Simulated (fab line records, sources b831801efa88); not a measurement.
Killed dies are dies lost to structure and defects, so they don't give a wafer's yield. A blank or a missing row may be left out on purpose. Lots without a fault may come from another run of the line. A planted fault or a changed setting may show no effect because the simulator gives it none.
Which tool did it? | flow gf180mcu | 24 lots, 72 wafers sampled, at 5 steps of a route of 602

WHAT THE GAUGES READ, wafer by wafer
GF_HV_LDD_CD_MEAS_31: target cd 400 nm. Usual: cd_nm 400.9 nm, standard deviation 2.2.
lot  | measured     | on        | cd_nm (nm)        | flag
L074 | day 12 06:21 | cd_sem-02 | 399.7 401.8 401.1 |
L075 | day 12 11:17 | cd_sem-02 | 401.2 404.0 404.8 |
L076 | day 12 17:34 | cd_sem-02 | 400.3 399.7 399.5 |
L077 | day 13 08:04 | cd_sem-01 | 399.2 399.7 398.7 |
L078 | day 13 14:26 | cd_sem-02 | 400.9 403.6 400.4 |
L079 | day 13 22:19 | cd_sem-01 | 402.0 402.6 402.2 |
L080 | day 13 22:37 | cd_sem-01 | 404.0 404.7 404.0 |
L081 | day 14 14:25 | cd_sem-02 | 398.6 396.9 399.6 |
L082 | day 14 15:08 | cd_sem-01 | 400.3 399.1 401.0 |
L083 | day 15 02:59 | cd_sem-02 | 399.2 399.2 400.0 |
L084 | day 15 07:44 | cd_sem-02 | 402.9 403.4 402.2 |
L085 | day 15 18:17 | cd_sem-01 | 394.1 398.1 398.3 |
L086 | day 15 20:14 | cd_sem-02 | 397.1 396.7 400.0 |
L087 | day 16 07:10 | cd_sem-02 | 399.2 399.5 403.2 |
L088 | day 16 13:19 | cd_sem-01 | 398.4 400.0 399.3 |
L089 | day 16 21:31 | cd_sem-01 | 405.6 401.8 403.1 |
L090 | day 17 04:44 | cd_sem-01 | 402.0 402.0 402.9 |
L091 | day 17 15:16 | cd_sem-02 | 399.4 398.3 399.2 |
L092 | day 17 19:37 | cd_sem-02 | 402.1 403.0 401.5 |
L093 | day 18 02:01 | cd_sem-01 | 401.9 402.4 402.2 |
L094 | day 18 12:43 | cd_sem-02 | 402.8 400.7 401.0 |
L095 | day 18 19:28 | cd_sem-02 | 398.1 398.7 399.2 |
L096 | day 19 05:14 | cd_sem-01 | 400.2 401.5 400.1 |
L097 | day 19 14:58 | cd_sem-02 | 401.7 400.6 399.7 |

GF_HV_LDD_OVL_MEAS_47. Usual: HV_LDD_03_OVL 1.1 nm, standard deviation 1.5.
lot  | measured     | on         | HV_LDD_03_OVL (nm) | flag
L074 | day 13 02:33 | overlay-01 | 0.3 1.3 2.7        |
L075 | day 13 08:31 | overlay-02 | 2.5 0.4 1.3        |
L076 | day 13 14:44 | overlay-02 | 1.1 -0.2 1.1       |
L077 | day 14 05:24 | overlay-02 | 1.1 2.1 3.9        |
L078 | day 14 12:20 | overlay-02 | 0.4 -0.5 -1.1      |
L079 | day 14 20:32 | overlay-01 | -0.9 0.2 -1.4      |
L080 | day 14 21:15 | overlay-01 | -0.6 0.3 0.3       |
L081 | day 15 12:41 | overlay-01 | 3.4 1.7 1.3        |
L082 | day 15 12:59 | overlay-01 | -0.8 1.6 0.8       |
L083 | day 16 01:50 | overlay-01 | 1.8 3.6 1.1        |
L084 | day 16 06:51 | overlay-02 | 4.9 6.5 1.8        |
L085 | day 16 17:42 | overlay-02 | 6.1 3.9 0.3        |
L086 | day 16 19:44 | overlay-02 | 1.1 0.1 -1.4       |
L087 | day 17 06:35 | overlay-01 | 0.1 0.0 1.0        |
L088 | day 17 13:20 | overlay-01 | 0.3 -0.6 0.2       |
L089 | day 18 00:14 | overlay-01 | 2.0 1.2 0.3        |
L090 | day 18 04:37 | overlay-02 | 2.0 1.4 1.5        |
L091 | day 18 16:32 | overlay-01 | 0.5 0.8 1.5        |
L092 | day 18 20:31 | overlay-01 | 1.5 -0.1 0.3       |
L093 | day 19 03:50 | overlay-02 | 2.0 2.5 2.4        |
L094 | day 19 14:59 | overlay-02 | 0.3 -0.9 1.5       |
L095 | day 19 21:59 | overlay-02 | 1.8 1.4 4.4        |
L096 | day 20 06:44 | overlay-01 | 2.0 -0.9 1.2       |
L097 | day 20 17:10 | overlay-02 | -0.6 1.8 1.0       |

GF_CONTACT_BOW_MEAS_05. Usual: CONTACT_BOW 67 um, standard deviation 6.7.
lot  | measured     | on            | CONTACT_BOW (um) | flag
L074 | day 16 01:17 | film_metro-03 | 70 55 54         |
L075 | day 16 09:25 | film_metro-04 | 52 73 65         |
L076 | day 16 13:56 | film_metro-03 | 65 55 62         |
L077 | day 17 05:57 | film_metro-01 | 72 68 72         |
L078 | day 17 17:34 | film_metro-03 | 62 65 65         |
L079 | day 18 01:11 | film_metro-04 | 57 61 76         |
L080 | day 18 01:17 | film_metro-03 | 76 82 65         |
L081 | day 18 16:49 | film_metro-04 | 68 61 75         |
L082 | day 18 17:14 | film_metro-04 | 69 71 68         |
L083 | day 19 08:11 | film_metro-03 | 56 68 73         |
L084 | day 19 16:08 | film_metro-01 | 68 73 71         |
L085 | day 20 02:20 | film_metro-04 | 62 71 63         |
L086 | day 20 03:56 | film_metro-03 | 68 68 70         |
L087 | day 20 14:43 | film_metro-03 | 71 58 64         |
L088 | day 20 20:56 | film_metro-01 | 69 68 77         |
L089 | day 21 09:01 | film_metro-01 | 71 69 60         |
L090 | day 21 14:18 | film_metro-03 | 52 59 70         |
L091 | day 22 00:37 | film_metro-04 | 70 69 70         |
L092 | day 22 05:32 | film_metro-03 | 67 72 73         |
L093 | day 22 11:49 | film_metro-01 | 63 59 64         |
L094 | day 22 20:54 | film_metro-01 | 69 68 71         |
L095 | day 23 04:47 | film_metro-01 | 66 58 67         |
L096 | day 23 12:29 | film_metro-04 | 65 66 67         |
L097 | day 23 22:31 | film_metro-01 | 80 71 69         |

WHICH TOOL RAN EACH LOT (tool, then ch and the chambers of the sampled wafers, then the start)
lot  | GF_POLY_GATE_STRIP_14                | GF_CONTACT_CVD_02
L074 | plasma_asher-04 ch 0,1, day 9 20:52  | pecvd-02 ch 0,1,2, day 16 00:50
L075 | plasma_asher-02 ch 0,1, day 10 00:09 | pecvd-01 ch 0,1, day 16 08:39
L076 | plasma_asher-01 ch 0,1, day 10 04:32 | pecvd-02 ch 0,1,2, day 16 13:30
L077 | plasma_asher-01 ch 0,1, day 10 17:14 | pecvd-01 ch 0,1,2, day 17 05:31
L078 | plasma_asher-04 ch 0,1, day 10 19:43 | pecvd-02 ch 0,2, day 17 17:07
L079 | plasma_asher-04 ch 0,1, day 11 04:16 | pecvd-03 ch 0,1,2, day 18 00:45
L080 | plasma_asher-04 ch 0,1, day 11 08:44 | pecvd-01 ch 1,2, day 18 00:51
L081 | plasma_asher-02 ch 0,1, day 11 22:23 | pecvd-01 ch 0,1,2, day 18 16:23
L082 | plasma_asher-04 ch 0,1, day 11 22:49 | pecvd-03 ch 1,2, day 18 16:47
L083 | plasma_asher-01 ch 0, day 12 10:29   | pecvd-02 ch 0,1, day 19 07:44
L084 | plasma_asher-01 ch 0,1, day 12 14:59 | pecvd-02 ch 1,2, day 19 15:41
L085 | plasma_asher-01 ch 0, day 13 00:08   | pecvd-02 ch 0,1, day 20 01:53
L086 | plasma_asher-02 ch 1, day 13 01:58   | pecvd-03 ch 0,1,2, day 20 03:29
L087 | plasma_asher-04 ch 0,1, day 13 11:38 | pecvd-02 ch 1,2, day 20 14:17
L088 | plasma_asher-02 ch 0,1, day 13 18:01 | pecvd-01 ch 0,1, day 20 20:30
L089 | plasma_asher-04 ch 0,1, day 14 00:38 | pecvd-03 ch 0,1,2, day 21 08:35
L090 | plasma_asher-04 ch 0,1, day 14 07:34 | pecvd-03 ch 0,1,2, day 21 13:40
L091 | plasma_asher-01 ch 0,1, day 14 16:44 | pecvd-02 ch 0,2, day 22 00:10
L092 | plasma_asher-01 ch 0,1, day 14 20:47 | pecvd-03 ch 0,1, day 22 04:53
L093 | plasma_asher-04 ch 0,1, day 15 02:20 | pecvd-03 ch 0,1,2, day 22 11:23
L094 | plasma_asher-04 ch 0,1, day 15 12:11 | pecvd-03 ch 0,1,2, day 22 20:26
L095 | plasma_asher-02 ch 0,1, day 15 18:08 | pecvd-03 ch 0,1, day 23 04:22
L096 | plasma_asher-02 ch 0, day 16 02:31   | pecvd-02 ch 1,2, day 23 12:02
L097 | plasma_asher-02 ch 0,1, day 16 11:58 | pecvd-01 ch 0,1, day 23 22:03
- GF_POLY_GATE_STRIP_14: strips in O2/N2.
- GF_CONTACT_CVD_02: deposits SiO2 from TEOS, target thk 860 nm, time 95.992 s.

WHAT THE TOOLS THEMSELVES READ (means of the sampled wafers that have a number; where no wafer has one, the mark that the record gives instead)
GF_POLY_GATE_STRIP_14. Usual: chamber_pressure_mTorr 1499.9 mTorr, standard deviation 1.2; drypump_motor_current_A 5.9 A, standard deviation 0.55; heater_power_w 329 W, standard deviation 14; oes_product_au 0.506 a.u., standard deviation 0.0048.
lot  | tool            | chamber_pressure_mTorr (mTorr) | drypump_motor_current_A (A) | heater_power_w (W) | oes_product_au (a.u.) | flag
L074 | plasma_asher-04 | 1500.8                         | 6.5                         | 331                | 0.506                 |
L075 | plasma_asher-02 | 1499.7                         | 5.4                         | 330                | 0.503                 |
L076 | plasma_asher-01 | 1500.0                         | 5.4                         | 319                | 0.505                 |
L077 | plasma_asher-01 | 1499.8                         | 5.7                         | 317                | 0.507                 |
L078 | plasma_asher-04 | 1500.3                         | 6.3                         | 339                | 0.514                 |
L079 | plasma_asher-04 | 1498.0                         | 6.3                         | 342                | 0.502                 |
L080 | plasma_asher-04 | 1499.4                         | 6.5                         | 330                | 0.509                 |
L081 | plasma_asher-02 | 1501.3                         | 5.5                         | 329                | 0.506                 |
L082 | plasma_asher-04 | 1500.4                         | 6.5                         | 327                | 0.501                 |
L083 | plasma_asher-01 | 1499.7                         | 5.2                         | 311                | 0.504                 |
L084 | plasma_asher-01 | 1499.3                         | 5.7                         | 317                | 0.508                 |
L085 | plasma_asher-01 | 1499.5                         | 5.2                         | 310                | 0.507                 |
L086 | plasma_asher-02 | 1499.5                         | 5.1                         | 338                | 0.505                 |
L087 | plasma_asher-04 | 1500.8                         | 6.3                         | 339                | 0.504                 |
L088 | plasma_asher-02 | 1499.4                         | 5.3                         | 337                | 0.506                 |
L089 | plasma_asher-04 | 1499.5                         | 6.3                         | 336                | 0.511                 |
L090 | plasma_asher-04 | 1499.2                         | 6.3                         | 343                | 0.508                 |
L091 | plasma_asher-01 | 1500.0                         | 5.4                         | 323                | 0.504                 |
L092 | plasma_asher-01 | 1498.1                         | 5.5                         | 313                | 0.506                 |
L093 | plasma_asher-04 | 1501.2                         | 6.5                         | 330                | 0.505                 |
L094 | plasma_asher-04 | 1500.0                         | 6.3                         | 342                | 0.502                 |
L095 | plasma_asher-02 | 1499.8                         | 5.5                         | 326                | 0.508                 |
L096 | plasma_asher-02 | 1501.2                         | 5.6                         | 322                | 0.506                 |
L097 | plasma_asher-02 | 1500.8                         | 5.5                         | 327                | 0.507                 |

GF_CONTACT_CVD_02. Usual: heater_power_w 657 W, standard deviation 100; susceptor_temp_C 400.02 C, standard deviation 0.2.
lot  | tool     | heater_power_w (W) | susceptor_temp_C (C) | flag
L074 | pecvd-02 | 642                | 400.03               |
L075 | pecvd-01 | 657                | 400.02               |
L076 | pecvd-02 | 647                | 399.87               |
L077 | pecvd-01 | 737                | 399.99               |
L078 | pecvd-02 | 523                | 400.12               |
L079 | pecvd-03 | 660                | 399.86               |
L080 | pecvd-01 | 779                | 399.97               |
L081 | pecvd-01 | 706                | 399.96               |
L082 | pecvd-03 | 616                | 400.06               |
L083 | pecvd-02 | 580                | 399.94               |
L084 | pecvd-02 | 697                | 399.99               |
L085 | pecvd-02 | 595                | 400.05               |
L086 | pecvd-03 | 685                | 400.03               |
L087 | pecvd-02 | 658                | 400.15               |
L088 | pecvd-01 | 703                | 400.17               |
L089 | pecvd-03 | 597                | 400.04               |
L090 | pecvd-03 | 572                | 399.79               |
L091 | pecvd-02 | 649                | 400.35               |
L092 | pecvd-03 | 729                | 400.00               |
L093 | pecvd-03 | 605                | 400.02               |
L094 | pecvd-03 | 696                | 399.89               |
L095 | pecvd-03 | 669                | 400.05               |
L096 | pecvd-02 | 634                | 400.10               |
L097 | pecvd-01 | 698                | 400.07               |

THE ANSWER, worked out from the rows above alone
Rule: a lot is off if the mean of its wafers that have a number lies more than 3 standard deviations from the usual mean. A lot without any number at a reading at which 4 lots or more have one is off too. The other lots that the step has rows for count as sound. The gauges are gone through in route order, then the tools' own readings, and for those a lot's mean is taken as printed above. The first step at which some lot is off is used, and at that step the reading that is off furthest; a lot without a number counts as furthest.
No lot is off at any reading shown: from this, nothing can be told.

WHAT THE SIMULATOR HAD PUT IN
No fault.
